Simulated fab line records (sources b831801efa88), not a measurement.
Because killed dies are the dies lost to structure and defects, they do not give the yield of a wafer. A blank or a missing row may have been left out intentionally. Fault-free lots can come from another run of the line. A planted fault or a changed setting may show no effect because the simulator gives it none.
fab line records | flow sky130
record: lots: 5 wafers: 15 lastDay: 50
route steps=708 shown VIA2@525 METAL3@532 CAPM@537 PAD_OPEN@708
lots untouched by any fault: they come from a run of this same line in which no faults occurred
startH: start of the lot's first displayed wafer, in hours after the record's first day | waitH: time in hours since the lot's previous step | " repeats the value in the row above | L1.1+2: a row that stands for several wafers | - either no value or no given start | * or withheld: withheld | < > ~ a bound
route shown NAME@n: names a module that has steps shown in the file, with the first one's number in the route | usual: mean/standard deviation taken from wafers without a fault | same: alike in all rows | chamber/n: place in a boat | sites: per-site readings | _std_site: the standard deviation of these | _edge_site: the outer-site mean with the inner-site mean subtracted | radiusMm: for every site, how far away it sits from the centre of the wafer | mask NAME#n: copy n | behind: the tool/chamber that last shaped the wafer | hold: why the lot was held/for how many hours/how that ended | device: the transistor (n, p or np) that didn't switch | end of line: at the end of the route, the tests of the same wafers | where a step has no rows: the recipe by itself | killed: the dies lost at the first sort to structure and to defects; this is not the yield of the wafer | map: the dies of a wafer, with x for killed, . for not killed, _ for no die there
set.NAME: the setting that was run; set.NAME@STEP: the one run at that earlier step | model.NAME: the simulator's own value behind a step, which no gauge read
lots at some steps of the route; a table a step, a row a wafer
services: the hour from which a tool's chamber was out of use, counted from the record's first day as startH (under 0 if before that day), plus the number of hours and why
== steps ==
step: SKY_VIA2_CLEAN_18
recipe: chemistry: IPA timeS: 180 tempC: 25
step: SKY_VIA2_CLEAN_19
recipe: chemistry: O3/DIW dry: n2Spin
step: SKY_VIA2_SPUTTER_20
recipe: material: TiN targetThkNm: 20 chamberPressurePa: 5 powerW: 4000 timeS: 80
step: SKY_VIA2_CVD_21
recipe: material: W targetThkNm: 420 timeS: 126.4 tempC: 400 pressureTorr: 40
step: SKY_VIA2_RS_MEAS_22
recipe: thkMeasGauge: four-point-probe reads: W_of_VIA2_CVD_21+TiN_of_VIA2_SPUTTER_20
usual: VIA2_W_RS: 0.275/0.0041
columns lot.wafer tool chamber startH waitH VIA2_W_RS[ohm/sq]
L637.1 filmMetro-02 - 902.32 0.1 0.275
L637.3 " - " " 0.275
L637.5 " - " " 0.281
L642.1 filmMetro-02 - 939.92 0.1 0.278
L642.4 " - " " 0.276
L642.6 " - " " 0.277
L643.1 filmMetro-01 - 945.63 0.1 0.280
L643.5 " - " " 0.271
L643.6 " - " " 0.278
L651.3 filmMetro-03 - 990.49 0.1 0.274
L651.5 " - " " 0.275
L651.6 " - " " 0.274
L653.1 filmMetro-03 - 1000.83 0.1 0.269
L653.4 " - " " 0.269
L653.6 " - " " 0.276
step: SKY_VIA2_THK_MEAS_23
recipe: thkMeasGauge: xrf reads: W_of_VIA2_CVD_21
usual: VIA2_W_THK: 406/9.1
columns lot.wafer tool chamber startH waitH VIA2_W_THK[nm]
L637.1 filmMetro-02 - 902.44 0.1 401
L637.3 " - " " 400
L637.5 " - " " 392
L642.1 filmMetro-02 - 940.04 0.1 393
L642.4 " - " " 392
L642.6 " - " " 392
L643.1 filmMetro-01 - 945.75 0.1 403
L643.5 " - " " 413
L643.6 " - " " 403
L651.3 filmMetro-03 - 990.59 0.1 412
L651.5 " - " " 412
L651.6 " - " " 413
L653.1 filmMetro-03 - 1000.95 0.1 419
L653.4 " - " " 422
L653.6 " - " " 411
step: SKY_VIA2_CMP_24
recipe: stopOn: SiO2 tOverpolishS: 20 downForcePsi: 3.5 platenRpm: 60 targetThkNm: 0 padVelocityMS: 0.94248
usual: headPressurePsi: 3.500/0.0082 motorCurrentA: 11.0/0.89 overpolishRunS: 20.000/0.0092 timeToEndpointS: 98/5.3
columns lot.wafer tool chamber startH waitH headPressurePsi motorCurrentA overpolishRunS timeToEndpointS
L637.1 cmp-02 0 902.60 0.1 3.512 10.6 19.992 93
L637.3 " 1 " " 3.505 11.0 20.008 102
L637.5 " 2 " " 3.501 11.4 20.014 92
L642.1 cmp-01 3 940.15 0.1 3.502 11.9 19.983 99
L642.4 " 1 " " 3.486 11.9 19.992 96
L642.6 " 2 " " 3.509 10.6 19.994 105
L643.1 cmp-02 3 945.93 0.2 3.517 11.6 19.992 90
L643.5 " 2 " " 3.494 10.8 19.991 94
L643.6 " 3 " " 3.510 11.2 19.999 93
L651.3 cmp-01 3 990.96 0.4 3.506 12.0 19.995 101
L651.6 " 3 " " 3.498 12.3 19.987 100
L651.5 " 0 " " 3.492 10.5 20.012 99
L653.1 cmp-01 0 1001.06 0.1 3.496 10.3 20.005 106
L653.4 " 2 " " 3.487 9.5 20.012 111
L653.6 " 0 " " 3.503 10.5 19.992 103
step: SKY_METAL3_SPUTTER_00
recipe: material: Ti targetThkNm: 15 powerW: 3000 timeS: 10 chamberPressurePa: 0.4
usual: throttleValvePct: 29.7/0.98
columns lot.wafer tool chamber startH waitH throttleValvePct
L637.1 pvdSputter-01 - 902.80 0.1 30.5
L637.3 " - " " 30.3
L637.5 " - " " 29.9
L642.1 pvdSputter-03 - 940.40 0.2 28.8
L642.4 " - " " 30.9
L642.6 " - " " 30.8
L643.1 pvdSputter-02 - 946.18 0.2 30.7
L643.5 " - " " 28.0
L643.6 " - " " 29.7
L651.3 pvdSputter-03 - 991.26 0.2 30.5
L651.5 " - " " 28.4
L651.6 " - " " 28.6
L653.1 pvdSputter-02 - 1001.31 0.2 30.3
L653.4 " - " " 29.6
L653.6 " - " " 30.2
step: SKY_METAL3_SPUTTER_01
recipe: material: TiN targetThkNm: 20 powerW: 6500 timeS: 16.7 chamberPressurePa: 0.4
usual: throttleValvePct: 29.7/0.98
columns lot.wafer tool chamber startH waitH throttleValvePct
L637.1 pvdSputter-01 - 902.83 0.0 30.6
L637.3 " - " " 30.2
L637.5 " - " " 29.8
L642.1 pvdSputter-03 - 940.43 0.0 28.6
L642.4 " - " " 30.5
L642.6 " - " " 30.5
L643.1 pvdSputter-02 - 946.20 0.0 30.6
L643.5 " - " " 28.0
L643.6 " - " " 29.7
L651.3 pvdSputter-03 - 991.28 0.0 30.6
L651.5 " - " " 28.3
L651.6 " - " " 28.7
L653.1 pvdSputter-02 - 1001.33 0.0 30.5
L653.4 " - " " 29.8
L653.6 " - " " 29.8
step: SKY_METAL3_SPUTTER_02
recipe: material: AlCu targetThkNm: 735 powerW: 10920 timeS: 39.1 chamberPressurePa: 0.4
step: SKY_METAL3_SPUTTER_03
recipe: material: Ti targetThkNm: 5 powerW: 3000 timeS: 3.3 chamberPressurePa: 0.4
usual: throttleValvePct: 29.7/0.98
columns lot.wafer tool chamber startH waitH throttleValvePct
L637.1 pvdSputter-01 - 902.89 0.0 30.5
L637.3 " - " " 29.9
L637.5 " - " " 29.9
L642.1 pvdSputter-03 - 940.49 0.0 28.8
L642.4 " - " " 30.6
L642.6 " - " " 30.7
L643.1 pvdSputter-02 - 946.27 0.0 30.4
L643.5 " - " " 28.1
L643.6 " - " " 29.9
L651.3 pvdSputter-03 - 991.35 0.0 30.7
L651.5 " - " " 28.7
L651.6 " - " " 28.7
L653.1 pvdSputter-02 - 1001.39 0.0 30.8
L653.4 " - " " 29.9
L653.6 " - " " 30.0
step: SKY_METAL3_SPUTTER_04
recipe: material: TiN targetThkNm: 70 powerW: 6500 timeS: 58.3 chamberPressurePa: 0.4
step: SKY_CAPM_CVD_00
recipe: material: SiO2 targetThkNm: 15.5 tempC: 400 timeS: withheld rfW: 450
usual: heaterPowerW: 690/98
columns lot.wafer tool chamber startH waitH heaterPowerW model.SiO2_of_CAPM_CVD_00.thkNm
L637.1 pecvd-04 1 902.96 0.0 597 15.15
L637.3 " 0 " " 622 15.29
L637.5 " 2 " " 805 15.71
L642.1 pecvd-04 0 940.56 0.0 677 13.88
L642.4 " 0 " " 693 14.09
L642.6 " 2 " " 788 15.35
L643.1 pecvd-01 1 946.33 0.0 685 15.1
L643.5 " 0 " " 691 15.81
L643.6 " 2 " " 545 15.98
L651.3 pecvd-01 0 991.42 0.0 771 15.16
L651.5 " 0 " " 769 15.54
L651.6 " 1 " " 719 15.44
L653.1 pecvd-04 0 1001.46 0.0 657 15.34
L653.4 " 2 " " 765 15.8
L653.6 " 1 " " 604 15.86
step: SKY_CAPM_THK_MEAS_01
recipe: reads: SiO2_of_CAPM_CVD_00
usual: CAPM_CVD_00_THK: 15.52/0.25
columns lot.wafer tool chamber startH waitH CAPM_CVD_00_THK[nm]
L637.1 filmMetro-02 - 902.98 - 15.17
L637.3 " - " " 15.25
L637.5 " - " " 15.73
L642.1 filmMetro-01 - 940.58 - 13.86
L642.4 " - " " 14.10
L642.6 " - " " 15.33
L643.1 filmMetro-02 - 946.36 - 15.11
L643.5 " - " " 15.77
L643.6 " - " " 16.07
L651.3 filmMetro-02 - 991.46 - 15.20
L651.5 " - " " 15.53
L651.6 " - " " 15.44
L653.1 filmMetro-04 - 1001.48 - 15.34
L653.4 " - " " 15.78
L653.6 " - " " 15.86
step: SKY_CAPM_SPUTTER_02
recipe: material: TiN targetThkNm: 200 tempC: 300 powerW: 6500 timeS: 166.7 chamberPressurePa: 0.4
step: SKY_CAPM_RS_MEAS_03
recipe: thkMeasGauge: four-point-probe reads: TiN_of_CAPM_SPUTTER_02
usual: CAPM_TIN_RS: 6.93/0.066
columns lot.wafer tool chamber startH waitH CAPM_TIN_RS[ohm/sq]
L637.1 filmMetro-01 - 903.15 0.1 6.81
L637.3 " - " " 6.89
L637.5 " - " " 6.92
L642.1 filmMetro-04 - 940.75 0.1 6.84
L642.4 " - " " 6.94
L642.6 " - " " 6.89
L643.1 filmMetro-01 - 946.53 0.1 6.92
L643.5 " - " " 6.93
L643.6 " - " " 6.96
L651.3 filmMetro-04 - 991.65 0.1 6.96
L651.5 " - " " 6.93
L651.6 " - " " 6.97
L653.1 filmMetro-02 - 1001.65 0.1 6.91
L653.4 " - " " 6.99
L653.6 " - " " 6.89
step: SKY_CAPM_THK_MEAS_04
recipe: thkMeasGauge: xrf reads: TiN_of_CAPM_SPUTTER_02
usual: CAPM_TIN_THK: 201.3/2
columns lot.wafer tool chamber startH waitH CAPM_TIN_THK[nm]
L637.1 filmMetro-01 - 903.27 0.1 204.3
L637.3 " - " " 203.1
L637.5 " - " " 201.8
L642.1 filmMetro-04 - 940.87 0.1 203.0
L642.4 " - " " 199.8
L642.6 " - " " 202.4
L643.1 filmMetro-01 - 946.65 0.1 199.8
L643.5 " - " " 199.0
L643.6 " - " " 199.1
L651.3 filmMetro-04 - 991.75 0.1 200.3
L651.5 " - " " 200.3
L651.6 " - " " 198.7
L653.1 filmMetro-02 - 1001.77 0.1 201.7
L653.4 " - " " 199.0
L653.6 " - " " 202.6
step: SKY_CAPM_DEHYDRATE_05
recipe: tempC: 200 timeS: 60
step: SKY_CAPM_HMDS_06
recipe: primeTimeS: 60 primeTempC: 120
step: SKY_CAPM_COAT_07
recipe: resist: NOVOLAK spinRpm: 3000 resistThkNm: 1140
step: SKY_CAPM_SOFTBAKE_08
recipe: tempC: 90 timeS: 60 resist: NOVOLAK
step: SKY_CAPM_EXPOSE_09
recipe: maskId: CAPM na: 0.6 sourceShape: conventional sigmaOuter: 0.6 polarization: unpolarized targetCdNm: 1000 doseMj: 159
step: SKY_CAPM_PEB_10
recipe: tempC: withheld timeS: * resist: NOVOLAK
step: SKY_CAPM_DEVELOP_11
recipe: resist: NOVOLAK developer: TMAH developTimeS: 60 devTempC: 23
step: SKY_CAPM_OVL_MEAS_12
usual: CAPM_OVL: 1.3/1.2
columns lot.wafer tool chamber startH waitH CAPM_OVL[nm]
L637.1 overlay-02 - 927.52 0.1 1.3
L637.3 " - " " 3.1
L637.5 " - " " 2.1
L642.1 overlay-01 - 964.66 0.1 1.3
L642.4 " - " " 1.5
L642.6 " - " " 0.9
L643.1 overlay-02 - 970.61 0.1 0.0
L643.5 " - " " -0.4
L643.6 " - " " 1.3
L651.3 overlay-02 - 1014.84 0.1 3.0
L651.5 " - " " 3.8
L651.6 " - " " 1.6
L653.1 overlay-02 - 1024.23 0.1 1.1
L653.4 " - " " 1.8
L653.6 " - " " 2.4
step: SKY_CAPM_METAL_ETCH_13
recipe: targetDepthNm: 220 stopOn: SiO2 chemistry: Cl2/BCl3 target: TiN pressureMtorr: 10 icpW: 900 biasW: 48.5 Cl2_flow_sccm: 60 bcl3FlowSccm: 30 timeS: 62.9
step: SKY_CAPM_STRIP_14
recipe: chemistry: O2/N2 powerW: 1400 pressureMtorr: 1500 platenTempC: withheld o2FlowSccm: 3000 n2FlowSccm: 300 overashFraction: 0.5
step: SKY_CAPM_STRIP_15
recipe: chemistry: postEtchResidueRemover timeS: 1200 tempC: 72.5
step: SKY_CAPM_CLEAN_16
recipe: chemistry: IPA timeS: 180 tempC: 25
step: SKY_CAPM_CLEAN_17
recipe: chemistry: O3/DIW dry: n2Spin
step: SKY_METAL3_DEHYDRATE_05
recipe: tempC: 200 timeS: 60
step: SKY_METAL3_HMDS_06
recipe: primeTimeS: 60 primeTempC: 120
step: SKY_METAL3_COAT_07
recipe: resist: BARC tempC: withheld timeS: withheld spinRpm: 3000 resistThkNm: 60
step: SKY_METAL3_COAT_08
recipe: resist: KrF-thick spinRpm: 3000 resistThkNm: 1140
step: SKY_METAL3_SOFTBAKE_09
recipe: tempC: 100 timeS: 90 resist: KrF-thick
step: SKY_METAL3_EXPOSE_10
recipe: maskId: MM3 na: 0.68 sourceShape: annular sigmaInner: 0.4 sigmaOuter: 0.8 targetCdNm: 300 doseMj: 28
step: SKY_METAL3_PEB_11
recipe: pebTempC: withheld pebTimeS: withheld resist: KrF-thick
step: SKY_METAL3_DEVELOP_12
recipe: developTimeS: 60 resist: KrF-thick devTempC: 21
step: SKY_METAL3_CD_MEAS_13
recipe: targetCdNm: 300
usual: cdNm: 300.0/1.7
columns lot.wafer tool chamber startH waitH cdNm
L637.1 cdSem-01 - 952.31 - 300.8
L637.3 " - " " 301.0
L637.5 " - " " 300.4
L642.1 cdSem-02 - 988.76 - 299.4
L642.4 " - " " 301.9
L642.6 " - " " 301.4
L643.1 cdSem-01 - 994.56 - 298.4
L643.5 " - " " 298.6
L643.6 " - " " 300.5
L651.3 cdSem-02 - 1036.67 - 297.2
L651.5 " - " " 294.9
L651.6 " - " " 297.5
L653.1 cdSem-02 - 1046.98 - 299.9
L653.4 " - " " 299.6
L653.6 " - " " 301.1
step: SKY_METAL3_OVL_MEAS_14
usual: METAL3_OVL: 2/6.2
columns lot.wafer tool chamber startH waitH METAL3_OVL[nm]
L637.1 overlay-02 - 952.43 0.1 -14
L637.3 " - " " -12
L637.5 " - " " -6
L642.1 overlay-01 - 988.88 0.1 -1
L642.4 " - " " 1
L642.6 " - " " 8
L643.1 overlay-02 - 994.68 0.1 7
L643.5 " - " " 6
L643.6 " - " " 10
L651.3 overlay-02 - 1036.76 0.1 -1
L651.5 " - " " -2
L651.6 " - " " -1
L653.1 overlay-02 - 1047.10 0.1 10
L653.4 " - " " 10
L653.6 " - " " 11
step: SKY_METAL3_DESCUM_15
recipe: chemistry: O2 sourcePowerW: 150 biasPowerW: 0 pressureMtorr: 10 tempC: 40 timeS: 8
usual: drypumpMotorCurrentA: 5.4/0.33 oesProductAu: 1.002/0.0086
columns lot.wafer tool chamber startH waitH drypumpMotorCurrentA oesProductAu rfHoursCounterH
L637.1 rieMetal-02 1 952.47 0.0 5.0 1.007 5
L637.3 " 1 " " 5.0 1.003 -
L637.5 " 1 " " 5.0 1.007 -
L642.1 rieMetal-02 0 988.92 0.0 5.7 0.996 2
L642.4 " 0 " " 5.7 1.002 -
L642.6 " 1 " " 5.0 1.007 -
L643.1 rieMetal-02 0 994.72 0.0 5.7 1.002 2
L643.5 " 1 " " 5.0 1.018 -
L643.6 " 0 " " 5.7 1.005 -
L651.3 rieMetal-04 0 1036.80 0.0 5.3 0.998 -
L651.5 " 1 " " 5.6 0.994 -
L651.6 " 0 " " 5.3 1.007 -
L653.1 rieMetal-02 1 1047.14 0.0 5.0 1.007 10
L653.4 " 0 " " 5.7 1.001 -
L653.6 " 0 " " 5.7 0.987 -
step: SKY_METAL3_ETCH_16
recipe: chemistry: N2/H2 target: BARC ionEnergyEv: 200 biasW: 100 pressureMtorr: 30 n2FlowSccm: 100 h2FlowSccm: 200 icpW: 500 stopOn: SiO2 timeS: 92.27 targetDepthA: 600
usual: drypumpMotorCurrentA: 5.4/0.33 oesProductAu: 0.623/0.0048 throttleValvePct: 13.205/0.009
columns lot.wafer tool chamber startH waitH drypumpMotorCurrentA oesProductAu rfHoursCounterH throttleValvePct model.SiO2_of_CAPM_CVD_00.thkNm
L637.1 rieMetal-02 1 952.50 0.0 5.0 0.621 5 13.195 14.97
L637.3 " 1 " " 5.0 0.633 - 13.211 15.11
L637.5 " 1 " " 5.0 0.627 - 13.220 15.53
L642.1 rieMetal-02 0 988.95 0.0 5.7 0.622 2 13.197 13.71
L642.4 " 0 " " 5.7 0.624 - 13.198 13.92
L642.6 " 1 " " 5.0 0.625 - 13.211 15.16
L643.1 rieMetal-02 0 994.75 0.0 5.7 0.621 2 13.207 14.92
L643.5 " 1 " " 5.0 0.619 - 13.230 15.63
L643.6 " 0 " " 5.7 0.621 - 13.206 15.8
L651.3 rieMetal-04 0 1036.85 0.0 5.3 0.621 - 13.199 14.99
L651.5 " 1 " " 5.6 0.620 - 13.199 15.37
L651.6 " 0 " " 5.3 0.621 - 13.202 15.26
L653.1 rieMetal-02 1 1047.17 0.0 5.0 0.623 10 13.211 15.16
L653.4 " 0 " " 5.7 0.621 - 13.204 15.62
L653.6 " 0 " " 5.7 0.624 - 13.218 15.68
step: SKY_METAL3_ETCH_17
recipe: target: SiO2 stopOn: TiN chemistry: C4F8/O2/Ar sourceW: 1500 biasW: 1200 pressureMtorr: 40 c4f8FlowSccm: withheld O2_flow_sccm: 6 Ar_flow_sccm: 300 timeS: 3.9 targetDepthA: 150
usual: oesProductAu: 0.751/0.0077
columns lot.wafer tool chamber startH waitH oesProductAu rfHoursCounterH
L637.1 rieDiel-02 1 952.60 0.1 0.744 16
L637.3 " 2 " " 0.739 12
L637.5 " 3 " " 0.754 -
L642.1 rieDiel-04 0 989.05 0.1 0.704 17
L642.4 " 3 " " 0.720 -
L642.6 " 1 " " 0.749 -
L643.1 rieDiel-03 1 994.85 0.1 0.738 20
L643.5 " 3 " " 0.755 -
L643.6 " 2 " " 0.756 -
L651.3 rieDiel-02 3 1036.92 0.0 0.740 6
L651.5 " 1 " " 0.753 -
L651.6 " 2 " " 0.758 -
L653.1 rieDiel-04 2 1047.27 0.1 0.748 2
L653.4 " 3 " " 0.766 14
L653.6 " 2 " " 0.764 -
step: SKY_PAD_OPEN_PROBE_99
usual: defectLimitedYield: 82.2/1.9 killed_at_M0_to_M3: 44/6.8 killed_at_M4_up: 3.1/1.8 killedAtContacts: 25/5.2 killedAtFrontEnd: 15/4.1 killedAtOther: 0.3/0.62 killedDies: 88/9.4 killedOpen: 48/7.1 killedShort: 40/6.1 sort_bin_3_pad_short: 0.9/0.38 sort_bin_5_function: 10.5/1.5 sort_bin_6_memory: 6.5/1.2 sort_bin_8_speed: 0.5/0.95 sortNPass: 402/10 sortYieldPct: 81.6/2
same: grossDies: 492 killedAtBackSide: 0 sort_bin_4_leakage[%]: 0
columns lot.wafer tool chamber startH waitH defectLimitedYield[%] killed_at_M0_to_M3 killed_at_M4_up killedAtContacts killedAtFrontEnd killedAtOther killedDies killedOpen killedShort sort_bin_3_pad_short[%] sort_bin_5_function[%] sort_bin_6_memory[%] sort_bin_8_speed[%] sortNPass sortYieldPct[%] model.etest.capMim.bvV model.etest.capMim.leakLog10ACm2 model.etest.capMim.cFfUm2
L637.1 prober-01 - 1116.80 0.1 83.3 36 2 21 23 0 82 49 33 0.4 9.8 6.5 0 410 83.3 13.62 -9.096 2.407
L637.3 prober-01 - 1116.90 0.2 82.1 39 3 31 15 0 88 50 38 1.2 10.2 6.5 1.4 397 80.7 14.07 -8.771 2.373
L637.5 prober-01 - 1117.00 0.2 85.0 40 1 20 13 0 74 39 35 0.6 8.5 5.9 7.9 379 77.0 14.26 -9.281 2.31
L642.1 prober-02 - 1146.60 0.1 86.2 33 2 19 14 0 68 37 31 0.8 6.3 6.7 0.4 422 85.8 12.12 -8.477 2.611
L642.4 prober-02 - 1146.75 0.2 82.5 46 2 22 16 0 86 45 41 0.4 10.8 6.3 0.2 405 82.3 12.79 -8.645 2.58
L642.6 prober-02 - 1146.85 0.2 81.3 50 3 26 13 0 92 48 44 1.0 11.8 5.9 0.2 399 81.1 13.67 -8.954 2.363
L643.1 prober-01 - 1153.13 0.1 81.5 38 7 32 14 0 91 47 44 1.0 11.0 6.5 0.2 400 81.3 14.17 -8.854 2.415
L643.5 prober-01 - 1153.33 0.2 83.5 43 3 17 18 0 81 52 29 0.6 8.1 7.7 0.4 409 83.1 14.37 -9.104 2.28
L643.6 prober-01 - 1153.38 0.2 80.9 48 6 25 15 0 94 46 48 1.2 12.0 5.9 0.2 397 80.7 14.55 -9.121 2.26
L651.3 prober-02 - 1186.08 0.2 84.1 40 3 20 15 0 78 37 40 1.4 9.6 4.9 0.8 410 83.3 13.53 -8.964 2.401
L651.5 prober-02 - 1186.18 0.2 83.5 36 6 17 22 0 81 38 43 0.8 10.4 5.3 1.0 406 82.5 14.39 -9.107 2.333
L651.6 prober-02 - 1186.23 0.2 82.3 49 3 20 15 0 87 52 35 0.6 11.2 5.9 0.8 401 81.5 13.73 -9.059 2.349
L653.1 prober-01 - 1192.00 0.1 83.1 47 2 18 15 1 83 49 33 0.6 10.4 5.9 1.2 403 81.9 13.69 -8.968 2.367
L653.4 prober-01 - 1192.15 0.2 80.5 43 3 30 19 1 96 56 40 1.0 10.4 8.1 0.2 395 80.3 14.34 -9.025 2.298
L653.6 prober-01 - 1192.25 0.2 81.7 45 3 26 15 1 90 57 32 0.8 10.0 7.5 0 402 81.7 14.45 -9.14 2.293
killed by level:class
L637.1 CONTACT:geometricParticle:open=8 FIELD_ISO:geometricParticle:open=7 LI_CONTACT:geometricParticle:open=7 METAL2:geometricParticle:short=7 VIA1:geometricParticle:open=6 VIA1:geometricParticle:short=6 POLY_GATE:geometricParticle:short=5 POLY_GATE:geometricParticle:open=5
L637.3 CONTACT:geometricParticle:open=10 VIA1:geometricParticle:open=10 LI_CONTACT:geometricParticle:open=9 VIA3:geometricParticle:open=7 LOCAL_INTERCONNECT:geometricParticle:short=6 FIELD_ISO:geometricParticle:short=5 FIELD_ISO:geometricParticle:open=4 VIA2:geometricParticle:open=4
L637.5 LI_CONTACT:geometricParticle:open=9 METAL1:geometricParticle:short=8 VIA1:geometricParticle:open=7 CONTACT:geometricParticle:open=6 FIELD_ISO:geometricParticle:short=5 VIA2:geometricParticle:short=5 VIA2:geometricParticle:open=5 VIA3:geometricParticle:open=5
L642.1 VIA3:geometricParticle:open=7 FIELD_ISO:geometricParticle:open=6 CONTACT:geometricParticle:open=6 METAL2:geometricParticle:short=6 LI_CONTACT:geometricParticle:open=5 VIA2:geometricParticle:open=5 METAL1:geometricParticle:short=4 FIELD_ISO:geometricParticle:short=3
L642.4 VIA1:geometricParticle:open=14 METAL1:geometricParticle:short=7 CONTACT:geometricParticle:open=6 VIA1:geometricParticle:short=6 LI_CONTACT:geometricParticle:open=5 LOCAL_INTERCONNECT:geometricParticle:short=5 VIA3:geometricParticle:open=5 FIELD_ISO:geometricParticle:open=4
L642.6 VIA1:geometricParticle:open=15 CONTACT:geometricParticle:open=10 METAL2:geometricParticle:short=7 VIA3:geometricParticle:open=7 CONTACT:geometricParticle:short=6 VIA1:geometricParticle:short=5 METAL3:geometricParticle:short=5 POLY_GATE:geometricParticle:short=3
L643.1 CONTACT:geometricParticle:open=10 VIA1:geometricParticle:open=9 CONTACT:geometricParticle:short=9 LI_CONTACT:geometricParticle:open=6 LOCAL_INTERCONNECT:geometricParticle:short=6 VIA3:geometricParticle:open=5 VIA2:geometricParticle:open=5 METAL2:geometricParticle:short=5
L643.5 VIA3:geometricParticle:open=14 VIA1:geometricParticle:open=8 VIA2:geometricParticle:open=8 VIA1:geometricParticle:short=7 POLY_GATE:geometricParticle:short=6 CONTACT:geometricParticle:open=6 LI_CONTACT:geometricParticle:open=6 FIELD_ISO:geometricParticle:open=5
L643.6 CONTACT:geometricParticle:open=10 METAL1:geometricParticle:short=8 VIA1:geometricParticle:open=7 METAL2:geometricParticle:short=7 VIA2:geometricParticle:open=7 LI_CONTACT:geometricParticle:open=6 CONTACT:geometricParticle:short=6 VIA1:geometricParticle:short=6
L651.3 VIA1:geometricParticle:open=9 LOCAL_INTERCONNECT:geometricParticle:short=6 METAL2:geometricParticle:short=5 SPACER:geometricParticle:short=5 CONTACT:geometricParticle:open=5 VIA1:geometricParticle:short=5 VIA3:geometricParticle:short=5 LI_CONTACT:geometricParticle:open=4
L651.5 FIELD_ISO:geometricParticle:open=9 VIA3:geometricParticle:open=9 CONTACT:geometricParticle:open=6 METAL1:geometricParticle:short=6 FIELD_ISO:geometricParticle:short=5 LOCAL_INTERCONNECT:geometricParticle:short=5 METAL4:geometricParticle:short=5 VIA1:geometricParticle:short=4
L651.6 VIA1:geometricParticle:open=12 VIA2:geometricParticle:open=9 METAL1:geometricParticle:short=8 CONTACT:geometricParticle:open=7 LI_CONTACT:geometricParticle:open=5 METAL2:geometricParticle:short=5 VIA3:geometricParticle:open=5 FIELD_ISO:geometricParticle:open=4
L653.1 CONTACT:geometricParticle:open=12 VIA1:geometricParticle:open=12 VIA3:geometricParticle:open=8 VIA1:geometricParticle:short=6 VIA2:geometricParticle:open=6 FIELD_ISO:geometricParticle:open=5 CONTACT:geometricParticle:short=4 METAL2:geometricParticle:short=4
L653.4 CONTACT:geometricParticle:open=12 LI_CONTACT:geometricParticle:open=10 METAL1:geometricParticle:short=8 POLY_GATE:geometricParticle:open=7 VIA3:geometricParticle:open=7 VIA2:geometricParticle:open=7 FIELD_ISO:geometricParticle:short=6 VIA1:geometricParticle:open=5
L653.6 CONTACT:geometricParticle:open=13 VIA3:geometricParticle:open=9 VIA1:geometricParticle:open=8 VIA2:geometricParticle:open=8 LI_CONTACT:geometricParticle:open=6 METAL2:geometricParticle:short=5 FIELD_ISO:geometricParticle:open=4 POLY_GATE:geometricParticle:open=4
== services ==
columns tool chamber startH hours kind
rieMetal-04 - 887.92 1.4 pm
rieMetal-04 - 892.66 4.3 pm
rieDiel-03 1 896.82 5.1 repair
rieMetal-04 - 903.46 2.8 pm
cmp-02 - 905.69 4.5 repair
rieDiel-03 - 906.31 2.8 pm
rieDiel-02 1 909.48 1.8 repair
rieDiel-04 0 909.98 1.7 repair
cmp-02 - 912.99 1.0 repair
cmp-02 - 916.56 3.2 repair
cmp-01 - 918.87 0.9 repair
cmp-02 - 921.58 4.0 pm
rieDiel-04 0 942.26 25.2 repair
rieDiel-02 2 943.11 6.7 repair
cmp-01 - 943.80 5.8 pm
pecvd-04 - 958.93 2.8 pm
rieDiel-04 1 960.04 7.6 repair
cmp-02 - 988.56 3.0 repair
cmp-02 - 994.70 4.9 pm
pecvd-01 - 997.29 1.7 repair
pvdSputter-02 - 1011.14 1.2 repair
rieDiel-02 - 1021.38 0.2 repair
cmp-02 - 1033.71 0.7 repair
pecvd-01 - 1033.78 15.2 repair
== key ==
firstSign: step: SKY_CAPM_THK_MEAS_01 reading: CAPM_CVD_00_THK direction: down sigmas: 6.1 usual: 15.52 struck: 13.98
effect: step: SKY_METAL3_ETCH_17 reading: oesProductAu direction: down sigmas: 5.1 usual: 0.751 struck: 0.712
modelEffect: step: SKY_CAPM_CVD_00 value: SiO2_of_CAPM_CVD_00.thkNm without: 15.21 struck: 13.99
modelEffect: step: SKY_METAL3_ETCH_16 value: SiO2_of_CAPM_CVD_00.thkNm without: 15.04 struck: 13.81
modelEffect: step: SKY_PAD_OPEN_PROBE_99 value: etest.capMim.bvV without: 13.56 struck: 12.45
metAt SKY_CAPM_CVD_00
struckWafers L642.1,L642.4
onsetBetween 902.96 940.56
fault: kind: processParameterDrift tool: pecvd-04 chamber: 0 onsetH: 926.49 steps: SKY_CAPM_CVD_00 channel: timeS offset: withheld shape: step endH: 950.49 actsIn: *
